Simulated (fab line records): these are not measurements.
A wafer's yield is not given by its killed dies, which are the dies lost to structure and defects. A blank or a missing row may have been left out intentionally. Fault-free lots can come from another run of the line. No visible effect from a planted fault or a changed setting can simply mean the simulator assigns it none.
fab line records | flow gf180mcu
record lots=5 wafers=15 last-day=33
route steps=602 shown MIM@523 M5@526 V5@540
lots with no fault: from the same line, run without faults
start-h: hours from the record's opening day to when the first of the lot's shown wafers began | wait-h: how many hours have passed since the lot's step before this one | " the same as in the row above | L1.1+2: a row that stands for several wafers | - either no value or no given start | * or withheld: withheld | < > ~ a bound
route shown NAME@n: NAME is a module with steps in the file, n the number in the route of the first one | usual: mean/standard deviation taken from wafers without a fault | same: alike in all rows | chamber/n: place in a boat | sites: per-site readings | _std_site: standard deviation across them | _edge_site: inner sites' mean taken away from outer sites' mean | radius-mm: for every site, how far away it sits from the centre of the wafer | mask NAME#n: copy n | behind: the tool/chamber that last shaped the wafer | hold: reason for holding the lot/hours on hold/outcome of the hold | device: which transistor (n, p or np) failed to switch | end of line: the route-end tests of the same wafers | for a step that has no rows: nothing shown but its recipe | killed: count of dies lost to structure and defects at first sort (not the wafer's yield) | map: the dies of a wafer, with x for killed, . for not killed, _ for no die there
set.NAME: the setting the step ran with; set.NAME@STEP: the setting that earlier step ran with | model.NAME: the simulator's own value behind a step, which no gauge read
a table for each step, a row for each wafer; lots at some steps of the route
services: when a tool's chamber went out of use (start-h, in hours from the record's first day, below 0 if earlier), for how many hours, and the reason
## steps
# step GF_MIM_STRIP_20
# recipe chemistry=O2/N2 power-w=1400 pressure-mtorr=1500 platen-temp-c=250 o2-flow-sccm=3000 n2-flow-sccm=300 overash-fraction=0.5
# usual drypump-motor-current-A=6.1/0.46 heater-power-w=324/53 oes-product-au=0.691/0.0049 platen-temp-c=250.01/0.19 strip-time-to-endpoint-s=11.21/0.059
# columns lot.wafer tool chamber start-h wait-h drypump-motor-current-A heater-power-w oes-product-au platen-temp-c rf-hours-counter-h strip-time-to-endpoint-s
L074.1 plasma-asher-04 0 587.29 0.1 5.1 322 0.688 249.97 93 11.23
L074.2 " 1 " " 6.2 342 0.695 249.80 93 11.20
L074.3 " 1 " " 6.2 342 0.685 250.30 - 11.24
L075.4 plasma-asher-03 0 593.87 0.1 6.1 246 0.688 250.09 - 11.14
L075.5 " 0 " " 6.1 248 0.690 249.93 - 11.12
L075.6 " 1 " " 6.7 417 0.687 249.70 - 11.24
L076.2 plasma-asher-02 1 602.26 0.1 6.0 327 0.692 249.89 19 11.13
L076.3 " 1 " " 6.0 332 0.690 249.94 - 11.11
L076.6 " 1 " " 6.0 330 0.693 249.76 - 11.10
L085.1 plasma-asher-03 1 677.03 0.0 6.7 400 0.685 249.90 91 11.12
L085.3 " 0 " " 6.1 237 0.689 249.96 - 11.17
L085.5 " 0 " " 6.1 249 0.687 250.28 - 11.17
L091.1 plasma-asher-02 1 716.65 0.1 6.0 327 0.698 249.84 32 11.20
L091.2 " 0 " " 5.8 305 0.688 250.18 32 11.17
L091.5 " 0 " " 5.9 310 0.698 250.21 - 11.17
# step GF_MIM_STRIP_21
# recipe chemistry=post-etch-residue-remover time-s=1200 temp-c=72.5
# usual temp-c=72.51/0.14
# columns lot.wafer tool chamber start-h wait-h temp-c
L074.1 wet-bench-02 2 587.39 0.1 72.57
L074.2 " 2 " " 72.66
L074.3 " 2 " " 72.58
L075.4 wet-bench-01 3 593.94 0.0 72.51
L075.5 " 3 " " 72.42
L075.6 " 3 " " 72.47
L076.2 wet-bench-01 1 602.36 0.1 72.71
L076.3 " 1 " " 72.61
L076.6 " 1 " " 72.62
L085.1 wet-bench-01 3 677.13 0.1 72.75
L085.3 " 3 " " 72.54
L085.5 " 3 " " 72.43
L091.1 wet-bench-02 1 716.75 0.1 72.31
L091.2 " 1 " " 72.36
L091.5 " 1 " " 72.54
# step GF_MIM_CLEAN_22
# recipe chemistry=DIW dry=n2-spin
# columns lot.wafer tool chamber start-h wait-h
L074.1+2+3 wet-bench-01 2 587.73 0.0
L075.4+5+6 wet-bench-01 1 594.31 0.0
L076.2+3+6 wet-bench-02 2 602.73 0.0
L085.1+3+5 wet-bench-04 0 677.48 0.0
L091.1+2+5 wet-bench-01 0 717.13 0.0
# step GF_M5_DEHYDRATE_00
# recipe temp-c=200 time-s=60
# columns lot.wafer tool chamber start-h wait-h
L074.1+2+3 litho-track-03 0 597.85 10.0
L075.4+5+6 litho-track-02 0 604.43 10.0
L076.2+3+6 litho-track-03 0 612.87 10.1
L085.1+3+5 litho-track-03 0 685.90 8.3
L091.1+2+5 litho-track-03 0 724.70 7.5
# step GF_M5_HMDS_01
# recipe prime-time-s=60 prime-temp-c=120
# usual prime-temp-c=120.01/0.15
# columns lot.wafer tool chamber start-h wait-h prime-temp-c
L074.1 litho-track-03 0 598.00 0.1 119.95
L074.2 " 0 " " 120.17
L074.3 " 0 " " 120.25
L075.4 litho-track-02 0 604.58 0.1 120.24
L075.5 " 0 " " 120.25
L075.6 " 0 " " 120.01
L076.2 litho-track-03 0 613.02 0.1 119.90
L076.3 " 0 " " 119.85
L076.6 " 0 " " 119.73
L085.1 litho-track-03 0 686.05 0.1 119.75
L085.3 " 0 " " 119.66
L085.5 " 0 " " 119.74
L091.1 litho-track-03 0 724.85 0.1 120.07
L091.2 " 0 " " 120.27
L091.5 " 0 " " 120.04
# step GF_M5_COAT_02
# recipe resist=KrF spin-rpm=withheld resist-thk-nm=1000
# columns lot.wafer tool chamber start-h wait-h
L074.1+2+3 litho-track-03 0 598.15 0.1
L075.4+5+6 litho-track-02 0 604.73 0.1
L076.2+3+6 litho-track-03 0 613.17 0.1
L085.1+3+5 litho-track-03 0 686.20 0.1
L091.1+2+5 litho-track-03 0 725.00 0.1
# step GF_M5_SOFTBAKE_03
# recipe temp-c=130 time-s=60 resist=KrF
# columns lot.wafer tool chamber start-h wait-h
L074.1+2+3 litho-track-03 0 598.30 0.1
L075.4+5+6 litho-track-02 0 604.88 0.1
L076.2+3+6 litho-track-03 0 613.32 0.1
L085.1+3+5 litho-track-03 0 686.35 0.1
L091.1+2+5 litho-track-03 0 725.15 0.1
# step GF_M5_EXPOSE_04
# recipe mask-id=Metal5 target-cd-nm=280 na=0.68 source-shape=conventional sigma-outer=0.6 dose-mj=28
# same sigma-outer=0.6
# columns lot.wafer tool chamber start-h wait-h mask
L074.1+2+3 krf-scanner-02 0 - - Metal5#0
L075.4+5+6 krf-scanner-02 0 - - Metal5#0
L076.2+3+6 krf-scanner-01 0 - - Metal5#0
L085.1+3+5 krf-scanner-02 0 - - Metal5#0
L091.1+2+5 krf-scanner-02 0 - - Metal5#0
# step GF_M5_PEB_05
# recipe peb-temp-c=135 peb-time-s=86.44 resist=KrF
# columns lot.wafer tool chamber start-h wait-h
L074.1+2+3 litho-track-03 0 - -
L075.4+5+6 litho-track-04 0 - -
L076.2+3+6 litho-track-04 0 - -
L085.1+3+5 litho-track-03 0 - -
L091.1+2+5 litho-track-04 0 - -
# step GF_M5_DEVELOP_06
# recipe develop-time-s=60 dev-temp-c=21
# columns lot.wafer tool chamber start-h wait-h
L074.1+2+3 litho-track-03 0 608.45 0.2
L075.4+5+6 litho-track-04 0 615.16 0.1
L076.2+3+6 litho-track-04 0 623.11 0.2
L085.1+3+5 litho-track-03 0 695.90 0.2
L091.1+2+5 litho-track-04 0 733.73 0.2
# step GF_M5_CD_MEAS_07
# recipe target-cd-nm=280
# usual cd-nm=280.2/1.2
# columns lot.wafer tool chamber start-h wait-h cd-nm
L074.1 cd-sem-02 - 608.60 0.1 278.9
L074.2 " - " " 279.0
L074.3 " - " " 280.9
L075.4 cd-sem-02 - 615.29 0.1 278.6
L075.5 " - " " 279.5
L075.6 " - " " 279.3
L076.2 cd-sem-02 - 623.25 0.1 280.6
L076.3 " - " " 279.8
L076.6 " - " " 280.6
L085.1 cd-sem-01 - 696.05 0.1 279.1
L085.3 " - " " 278.7
L085.5 " - " " 280.0
L091.1 cd-sem-01 - 733.88 0.1 279.6
L091.2 " - " " 279.0
L091.5 " - " " 279.5
# step GF_M5_OVL_MEAS_08
# usual M5_OVL=-4/5.2
# columns lot.wafer tool chamber start-h wait-h M5_OVL[nm]
L074.1 overlay-02 - 608.72 0.1 -5
L074.2 " - " " 2
L074.3 " - " " -3
L075.4 overlay-02 - 615.37 0.1 -5
L075.5 " - " " -4
L075.6 " - " " -3
L076.2 overlay-02 - 623.36 0.1 2
L076.3 " - " " 9
L076.6 " - " " -1
L085.1 overlay-01 - 696.17 0.1 -8
L085.3 " - " " -8
L085.5 " - " " -5
L091.1 overlay-02 - 734.00 0.1 2
L091.2 " - " " 7
L091.5 " - " " 6
# step GF_M5_ETCH_09
# recipe chemistry=CF4/O2 target=Si3N4 target-depth-nm=52 source-w=800 bias-w=150 pressure-mtorr=150 cf4-flow-sccm=80 O2_flow_sccm=10 time-s=11.6
# usual drypump-motor-current-A=5.8/0.46 oes-product-au=0.996/0.014 throttle-valve-pct=5.969/0.0097
# columns lot.wafer tool chamber start-h wait-h drypump-motor-current-A oes-product-au rf-hours-counter-h throttle-valve-pct
L074.1 rie-diel-01 1 608.76 0.0 6.4 1.012 8 5.971
L074.2 " 0 " " 5.7 1.005 45 5.978
L074.3 " 2 " " 5.9 0.987 12 5.967
L075.4 rie-diel-02 1 615.39 0.0 5.3 0.986 69 5.969
L075.5 " 1 " " 5.3 0.994 - 5.970
L075.6 " 2 " " 6.2 0.983 - 5.978
L076.2 rie-diel-02 1 623.39 0.0 5.2 1.000 69 5.960
L076.3 " 2 " " 6.2 0.997 13 5.963
L076.6 " 2 " " 6.2 0.995 - 5.961
L085.1 rie-diel-01 3 696.20 0.0 5.9 0.980 36 5.967
L085.3 " 2 " " 5.9 0.988 15 5.981
L085.5 " 3 " " 5.9 0.993 - 5.980
L091.1 rie-diel-01 0 734.04 0.0 5.7 1.017 49 5.974
L091.2 " 3 " " 5.9 0.988 37 5.979
L091.5 " 2 " " 5.9 0.980 - 5.958
# step GF_M5_METAL_ETCH_10
# recipe chemistry=Cl2/BCl3 mask-material=KrF target-depth-nm=627.5 stop-on=SiO2 pressure-mtorr=8 icp-w=800 bias-w=140 Cl2_flow_sccm=80 bcl3-flow-sccm=40 time-s=104.6
# usual drypump-motor-current-A=5.7/0.42 oes-product-au=0.973/0.008 throttle-valve-pct=28.248/0.01
# columns lot.wafer tool chamber start-h wait-h drypump-motor-current-A oes-product-au rf-hours-counter-h throttle-valve-pct
L074.1 rie-metal-04 0 608.78 0.0 5.9 0.972 9 28.239
L074.2 " 0 " " 5.9 0.981 - 28.244
L074.3 " 0 " " 5.9 0.990 - 28.232
L075.4 rie-metal-04 0 615.52 0.1 5.8 0.964 - 28.254
L075.5 " 0 " " 5.8 0.975 - 28.257
L075.6 " 0 " " 5.9 0.974 - 28.237
L076.2 rie-metal-03 0 623.41 0.0 6.6 0.969 11 28.235
L076.3 " 0 " " 6.5 0.975 - 28.250
L076.6 " 0 " " 6.6 0.975 - 28.255
L085.1 rie-metal-04 1 696.23 0.0 6.3 0.967 4 28.239
L085.3 " 1 " " 6.3 0.969 - 28.247
L085.5 " 1 " " 6.2 0.967 - 28.264
L091.1 rie-metal-02 0 734.06 0.0 5.2 0.958 7 28.260
L091.2 " 1 " " 5.6 0.970 4 28.247
L091.5 " 0 " " 5.2 0.965 - 28.244
# step GF_M5_STRIP_11
# recipe chemistry=O2/N2 power-w=1400 pressure-mtorr=1500 platen-temp-c=250 o2-flow-sccm=3000 n2-flow-sccm=300 overash-fraction=0.5
# usual drypump-motor-current-A=5.8/0.41 heater-power-w=320/11 oes-product-au=0.543/0.0051 platen-temp-c=249.99/0.19 strip-time-to-endpoint-s=7.52/0.065
# columns lot.wafer tool chamber start-h wait-h drypump-motor-current-A heater-power-w oes-product-au platen-temp-c rf-hours-counter-h strip-time-to-endpoint-s
L074.1 plasma-asher-04 0 609.00 0.2 5.1 317 0.538 250.14 95 7.46
L074.2 " 1 " " 6.2 337 0.544 249.83 95 7.42
L074.3 " 0 " " 5.0 317 0.537 250.32 - 7.47
L075.4 plasma-asher-04 0 615.67 0.1 5.1 316 0.535 249.94 - 7.51
L075.5 " 0 " " 5.1 321 0.544 249.99 - 7.49
L075.6 " 1 " " 6.3 335 0.541 250.17 - 7.52
L076.2 plasma-asher-02 0 623.52 0.1 5.8 310 0.544 249.95 21 7.42
L076.3 " 1 " " 6.0 328 0.544 249.79 - 7.44
L076.6 " 0 " " 5.8 307 0.538 250.31 - 7.45
L085.1 plasma-asher-04 0 696.34 0.1 5.1 320 0.548 250.04 102 7.50
L085.3 " 1 " " 6.2 331 0.535 249.97 - 7.53
L085.5 " 1 " " 6.2 333 0.545 249.63 - 7.51
L091.1 plasma-asher-01 0 734.17 0.1 5.4 320 0.553 249.95 63 7.62
L091.2 " 1 " " 6.1 316 0.546 249.79 63 7.48
L091.5 " 0 " " 5.4 315 0.544 249.73 - 7.62
# step GF_M5_STRIP_12
# recipe chemistry=post-etch-residue-remover time-s=1200 temp-c=72.5
# usual temp-c=72.52/0.14
# columns lot.wafer tool chamber start-h wait-h temp-c
L074.1 wet-bench-01 3 609.10 0.1 72.57
L074.2 " 3 " " 72.88
L074.3 " 3 " " 72.61
L075.4 wet-bench-04 0 615.85 0.1 72.44
L075.5 " 0 " " 72.33
L075.6 " 0 " " 72.41
L076.2 wet-bench-04 3 623.74 0.2 72.69
L076.3 " 3 " " 72.69
L076.6 " 3 " " 72.76
L085.1 wet-bench-03 1 696.44 0.1 72.82
L085.3 " 1 " " 72.68
L085.5 " 1 " " 72.68
L091.1 wet-bench-03 3 734.27 0.1 72.50
L091.2 " 3 " " 72.50
L091.5 " 3 " " 72.35
# step GF_M5_CLEAN_13
# recipe chemistry=DIW dry=n2-spin
# columns lot.wafer tool chamber start-h wait-h
L074.1+2+3 wet-bench-04 2 609.44 0.0
L075.4+5+6 wet-bench-04 2 616.28 0.1
L076.2+3+6 wet-bench-04 2 624.08 0.0
L085.1+3+5 wet-bench-04 3 696.78 0.0
L091.1+2+5 wet-bench-04 0 734.65 0.0
# step GF_V5_CVD_00
# recipe material=SiO2 target-thk-nm=300 sigma-open-frac=0.3 temp-c=400 time-s=50 sih4-flow-sccm=60 pressure-mtorr=6
# columns lot.wafer tool chamber start-h wait-h
L074.1+2+3 hdpcvd-01 2,0,1 609.54 0.0
L075.4+5+6 hdpcvd-01 2,0,1 616.39 0.0
L076.2+3+6 hdpcvd-01 0,1,2 624.17 0.0
L085.1+3+5 hdpcvd-01 2,0,2 696.87 0.0
L091.1+2+5 hdpcvd-01 2,1,1 734.74 0.0
# step GF_V5_THK_MEAS_01
# recipe reads=SiO2_of_V5_CVD_00
# usual V5_CVD_00_THK=297/3.1
# columns lot.wafer tool chamber start-h wait-h V5_CVD_00_THK[nm]
L074.1 film-metro-02 - 609.58 0.0 299
L074.2 " - " " 295
L074.3 " - " " 298
L075.4 film-metro-02 - 616.45 0.0 303
L075.5 " - " " 299
L075.6 " - " " 300
L076.2 film-metro-03 - 624.23 0.0 294
L076.3 " - " " 296
L076.6 " - " " 295
L085.1 film-metro-02 - 696.92 0.0 298
L085.3 " - " " 298
L085.5 " - " " 299
L091.1 film-metro-04 - 734.78 0.0 297
L091.2 " - " " 297
L091.5 " - " " 296
# step GF_V5_CVD_02
# recipe material=SiO2 target-thk-nm=1450 precursor=TEOS temp-c=400 time-s=163.28 rf-w=600
# usual heater-power-w=585/91
# columns lot.wafer tool chamber start-h wait-h heater-power-w
L074.1 pecvd-01 2 609.64 0.1 615
L074.2 " 0 " " 784
L074.3 " 1 " " 520
L075.4 pecvd-04 0 616.53 0.1 506
L075.5 " 1 " " 553
L075.6 " 2 " " 550
L076.2 pecvd-01 1 624.33 0.1 473
L076.3 " 1 " " 555
L076.6 " 1 " " 554
L085.1 pecvd-03 2 696.98 0.1 583
L085.3 " 0 " " 510
L085.5 " 2 " " 670
L091.1 pecvd-01 0 734.84 0.1 700
L091.2 " 1 " " 580
L091.5 " 2 " " 602
# step GF_V5_THK_MEAS_03
# recipe reads=SiO2_of_V5_CVD_02
# usual V5_CVD_02_THK=1456/20
# columns lot.wafer tool chamber start-h wait-h V5_CVD_02_THK[nm]
L074.1 film-metro-02 - 609.75 0.1 1466
L074.2 " - " " 1449
L074.3 " - " " 1482
L075.4 film-metro-03 - 616.61 0.0 1455
L075.5 " - " " 1441
L075.6 " - " " 1447
L076.2 film-metro-03 - 624.61 0.2 1449
L076.3 " - " " 1454
L076.6 " - " " 1467
L085.1 film-metro-03 - 697.08 0.1 1439
L085.3 " - " " 1415
L085.5 " - " " 1450
L091.1 film-metro-03 - 734.95 0.1 1453
L091.2 " - " " 1456
L091.5 " - " " 1491
# step GF_V5_CMP_04
# recipe material=SiO2 down-force-psi=4 platen-rpm=60 pad-velocity-m-s=0.94248
# usual motor-current-A=12.0/0.83 retaining-ring-pressure-frac=1.000/0.005 slurry-filter-dp-kPa=13.50/0.14
# columns lot.wafer tool chamber start-h wait-h motor-current-A retaining-ring-pressure-frac slurry-filter-dp-kPa
L074.3 cmp-01 2 609.86 0.1 12.4 1.007 13.10
L074.2 " 3 " " 12.6 1.001 13.75
L074.1 " 0 " " 12.0 1.001 13.47
L075.4 cmp-01 0 616.79 0.2 11.4 0.995 13.52
L075.5 " 1 " " 12.0 0.996 13.48
L075.6 " 2 " " 11.5 1.001 13.63
L076.3 cmp-02 3 624.66 0.0 13.3 1.002 13.39
L076.2 " 2 " " 11.3 0.992 13.64
L076.6 " 0 " " 11.7 1.003 13.53
L085.3 cmp-02 2 697.24 0.1 11.4 1.009 13.30
L085.1 " 3 " " 13.5 0.993 13.50
L085.5 " 0 " " 11.9 0.996 13.57
L091.1 cmp-01 1 735.11 0.1 11.6 0.999 13.28
L091.2 " 2 " " 11.7 0.993 13.46
L091.5 " 3 " " 12.5 0.996 13.54
# step GF_V5_BOW_MEAS_05
# recipe mode=bow
# usual V5_BOW=131/9
# columns lot.wafer tool chamber start-h wait-h V5_BOW[um]
L074.1 film-metro-04 - 610.11 0.1 133
L074.2 " - " " 137
L074.3 " - " " 125
L075.4 film-metro-03 - 617.00 0.2 146
L075.5 " - " " 160
L075.6 " - " " 151
L076.2 film-metro-02 - 624.98 0.1 123
L076.3 " - " " 117
L076.6 " - " " 125
L085.1 film-metro-04 - 697.44 0.1 114
L085.3 " - " " 110
L085.5 " - " " 118
L091.1 film-metro-04 - 735.31 0.1 131
L091.2 " - " " 141
L091.5 " - " " 144
# step GF_V5_DEHYDRATE_06
# recipe temp-c=200 time-s=60
# columns lot.wafer tool chamber start-h wait-h
L074.1+2+3 litho-track-01 0 619.82 9.7
L075.4+5+6 litho-track-01 0 626.99 10.0
L076.2+3+6 litho-track-01 0 634.74 9.7
L085.1+3+5 litho-track-01 0 705.86 8.4
L091.1+2+5 litho-track-03 0 742.95 7.6
## services
# columns tool chamber start-h hours kind
wet-bench-01 - 578.70 1.9 pm
rie-diel-01 - 580.33 0.1 repair
hdpcvd-01 2 584.25 4.2 repair
pecvd-01 - 584.93 6.0 pm
krf-scanner-02 - 585.31 10.4 repair
rie-diel-01 2 585.82 5.7 repair
wet-bench-02 - 587.97 3.6 repair
rie-metal-04 1 589.36 54.1 repair
pecvd-01 - 591.12 14.0 pm
krf-scanner-02 - 598.76 0.8 pm
cmp-01 - 618.24 6.8 pm
pecvd-01 0 620.38 5.8 repair
pecvd-01 2 624.26 6.2 repair
krf-scanner-02 - 643.41 1.3 pm
rie-diel-01 3 644.59 5.8 repair
cmp-01 - 647.08 0.4 repair
plasma-asher-04 - 650.99 3.9 repair
plasma-asher-04 - 654.85 14.6 pm
krf-scanner-02 - 656.03 1.0 pm
plasma-asher-04 - 678.85 11.2 repair
rie-metal-04 - 696.89 0.3 repair
rie-diel-01 1 710.24 2.6 repair
rie-diel-01 - 712.51 4.3 pm
plasma-asher-04 - 733.75 9.0 pm
## key
fault none
